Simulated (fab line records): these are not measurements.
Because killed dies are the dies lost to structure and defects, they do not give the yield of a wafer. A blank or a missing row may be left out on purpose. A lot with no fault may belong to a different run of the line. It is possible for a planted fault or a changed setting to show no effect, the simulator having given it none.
Which tool was responsible? -- flow sky130 -- 15 lots, 45 wafers sampled, at 5 steps of a route of 708

## WHAT THE GAUGES SHOWED, per wafer
SKY_POLY_GATE_THK_MEAS_04. Usual: POLY_GATE_CVD_03_THK gives 75.4 nm (standard deviation 0.72).
lot,measured,on,POLY_GATE_CVD_03_THK (nm),flag
L885,day 16 13:04,film_metro-04,74.8 75.0 75.0,
L886,day 16 21:26,film_metro-02,74.7 75.2 74.7,
L887,day 17 08:53,film_metro-04,75.7 75.9 76.3,
L888,day 17 11:26,film_metro-04,75.5 75.7 75.6,
L890,day 18 10:20,film_metro-01,75.3 75.7 75.5,
L892,day 19 02:50,film_metro-01,76.7 76.3 76.4,
L893,day 19 11:47,film_metro-02,74.8 75.2 74.6,
L894,day 19 22:47,film_metro-02,76.1 77.2 77.2,
L895,day 20 03:44,film_metro-04,74.5 74.1 74.1,
L896,day 20 11:55,film_metro-04,75.6 75.5 75.3,
L899,day 21 15:08,film_metro-02,75.5 76.1 76.0,
L902,day 22 13:05,film_metro-01,76.0 76.5 76.3,
L903,day 22 17:38,film_metro-02,75.4 75.9 75.6,
L904,day 23 01:23,film_metro-02,75.6 75.7 75.7,
L905,day 23 13:12,film_metro-01,75.1 75.1 75.8,

SKY_LDD_N_TW_MEAS_17. Usual: LDD_N_TW gives 2608 (standard deviation 14).
lot,measured,on,LDD_N_TW,flag
L885,day 19 03:49,film_metro-04,2606 2608 2606,
L886,day 19 14:26,film_metro-03,2618 2613 2626,
L887,day 20 00:58,film_metro-03,2602 2588 2587,
L888,day 20 05:21,film_metro-01,2598 2608 2606,
L890,day 21 02:54,film_metro-04,2596 2597 2587,
L892,day 21 20:17,film_metro-04,2588 2599 2588,
L893,day 22 05:17,film_metro-01,2611 2628 2620,
L894,day 22 14:19,film_metro-03,2463 2458 2477 2451 2461 2476,OFF
L895,day 22 21:21,film_metro-01,2475 2481 2484 2483 2481 2486,OFF
L896,day 23 07:11,film_metro-01,2473 2479 2481 2468 2476 2464,OFF
L899,day 24 06:12,film_metro-04,2604 2616 2609,
L902,day 25 02:03,film_metro-04,2594 2587 2595,
L903,day 25 09:42,film_metro-04,2596 2589 2585,
L904,day 25 15:16,film_metro-04,2586 2596 2581,
L905,day 26 03:19,film_metro-04,2613 2605 2607,

SKY_LDD_P_CD_MEAS_07 targets a cd of 380 nm. Usual: 380.4 nm for cd_nm, sd 2.9.
lot,measured,on,cd_nm (nm),flag
L885,day 20 10:41,cd_sem-01,377.6 378.4 378.9,
L886,day 20 20:37,cd_sem-02,378.3 377.9 377.9,
L887,day 21 07:23,cd_sem-02,383.2 381.9 383.3,
L888,day 21 11:43,cd_sem-01,380.7 382.0 382.0,
L890,day 22 10:17,cd_sem-02,379.6 377.8 378.8,
L892,day 23 03:19,cd_sem-01,385.9 386.3 384.4,
L893,day 23 12:22,cd_sem-02,381.9 381.1 381.8,
L899,day 25 11:20,cd_sem-02,378.6 379.0 377.2,
L902,day 26 07:34,cd_sem-01,379.7 380.0 381.6,
L903,day 26 15:10,cd_sem-02,382.5 382.2 380.7,
L904,day 26 20:24,cd_sem-02,381.6 384.1 383.8,
L905,day 27 08:45,cd_sem-01,375.8 375.8 378.7,

## TOOL THAT RAN EACH LOT (tool first, then ch and the chambers of the sampled wafers, then the start)
lot,SKY_LDD_N_IMPLANT_09,SKY_LDD_N_STRIP_16
L885,"implanter-04 ch 0, day 19 02:43","plasma_asher-04 ch 0,1, day 19 03:43"
L886,"implanter-04 ch 0, day 19 13:17","plasma_asher-04 ch 0,1, day 19 14:20"
L887,"implanter-02 ch 0, day 19 23:50","plasma_asher-02 ch 0,1, day 20 00:51"
L888,"implanter-02 ch 0, day 20 04:12","plasma_asher-04 ch 0,1, day 20 05:15"
L890,"implanter-02 ch 0, day 21 01:46","plasma_asher-04 ch 0,1, day 21 02:47"
L892,"implanter-01 ch 0, day 21 19:08","plasma_asher-04 ch 0,1, day 21 20:11"
L893,"implanter-04 ch 0, day 22 04:08","plasma_asher-02 ch 0,1, day 22 05:11"
L894,"implanter-04, day 22 13:11","plasma_asher-03 ch 0,1, day 22 14:12"
L895,"implanter-04, day 22 20:13","plasma_asher-04 ch 0,1, day 22 21:14"
L896,"implanter-02, day 23 06:02","plasma_asher-02 ch 0,1, day 23 07:05"
L899,"implanter-04 ch 0, day 24 05:04","plasma_asher-02 ch 0,1, day 24 06:05"
L902,"implanter-04 ch 0, day 25 00:54","plasma_asher-03 ch 0,1, day 25 01:57"
L903,"implanter-02 ch 0, day 25 08:33","plasma_asher-03 ch 0,1, day 25 09:36"
L904,"implanter-04 ch 0, day 25 14:09","plasma_asher-04 ch 0,1, day 25 15:11"
L905,"implanter-02 ch 0, day 26 02:12","plasma_asher-02 ch 0,1, day 26 03:14"
- SKY_LDD_N_IMPLANT_09
- SKY_LDD_N_STRIP_16: strips in O2/N2.

## AS READ BY THE TOOLS THEMSELVES (means over the sampled wafers that have a number; for cases with no such wafer, the mark the record gives instead)
SKY_LDD_N_IMPLANT_09. Usual: beam_energy_keV 20.002, standard deviation 0.0058; beam_on_s 9.98 s, standard deviation 0.18.
lot,tool,beam_energy_keV,beam_on_s (s),flag
L885,implanter-04,20.003,9.90,
L886,implanter-04,20.000,9.94,
L887,implanter-02,20.006,9.84,
L888,implanter-02,19.998,9.86,
L890,implanter-02,19.992,10.05,
L892,implanter-01,20.000,9.87,
L893,implanter-04,20.002,10.23,
L894,implanter-04,-,-,OFF
L895,implanter-04,-,-,OFF
L896,implanter-02,-,-,OFF
L899,implanter-04,20.003,9.85,
L902,implanter-04,19.995,9.88,
L903,implanter-02,20.002,9.99,
L904,implanter-04,20.008,10.27,
L905,implanter-02,20.002,10.09,

SKY_LDD_N_STRIP_16. Usual: chamber_pressure_mTorr 1500.0 mTorr, standard deviation 1.3; drypump_motor_current_A 5.4 A, standard deviation 0.32; oes_product_au 0.407 a.u., standard deviation 0.0042; strip_time_to_endpoint_s 4.338 s, standard deviation 0.013.
lot,tool,chamber_pressure_mTorr (mTorr),drypump_motor_current_A (A),oes_product_au (a.u.),strip_time_to_endpoint_s (s),flag
L885,plasma_asher-04,1500.4,5.2,0.407,4.346,
L886,plasma_asher-04,1499.9,5.3,0.408,4.348,
L887,plasma_asher-02,1500.0,5.9,0.402,4.364,
L888,plasma_asher-04,1500.9,5.3,0.406,4.351,
L890,plasma_asher-04,1500.0,5.2,0.411,4.336,
L892,plasma_asher-04,1500.2,5.2,0.404,4.337,
L893,plasma_asher-02,1500.1,5.6,0.408,4.320,
L894,plasma_asher-03,1500.9,5.4,0.414,4.156,OFF
L895,plasma_asher-04,1499.3,5.4,0.411,4.167,OFF
L896,plasma_asher-02,1500.5,5.6,0.405,4.164,OFF
L899,plasma_asher-02,1499.0,5.6,0.407,4.339,
L902,plasma_asher-03,1498.7,5.3,0.409,4.325,
L903,plasma_asher-03,1499.3,5.5,0.412,4.357,
L904,plasma_asher-04,1499.0,5.5,0.408,4.338,
L905,plasma_asher-02,1501.5,5.8,0.406,4.357,

## THE ANSWER, worked out from the rows above alone
Rule: a lot is off if the mean of its wafers that have a number lies more than 3 standard deviations from the usual mean. A lot without any number at a reading at which 4 lots or more have one is off too. Any other lot the step has rows for is counted as sound. First the gauges in route order, then the tools' own readings, where a lot's mean is used as printed above. The first step at which some lot is off is used, and at that step the reading that is off furthest; a lot without a number counts as furthest.
Off: L894, L895, L896, at SKY_LDD_N_TW_MEAS_17 (LDD_N_TW).
If a tool, at a process step before that reading, ran all the lots that are off and no sound lot after the first of them, it fits. The gauges at SKY_LDD_N_TW_MEAS_17 aren't tried: what is off there is off at SKY_LDD_N_IMPLANT_09 too, on other tools, and a gauge's error can't cause that. None of those tried fits.

## WHAT THE SIMULATOR HAD INSERTED
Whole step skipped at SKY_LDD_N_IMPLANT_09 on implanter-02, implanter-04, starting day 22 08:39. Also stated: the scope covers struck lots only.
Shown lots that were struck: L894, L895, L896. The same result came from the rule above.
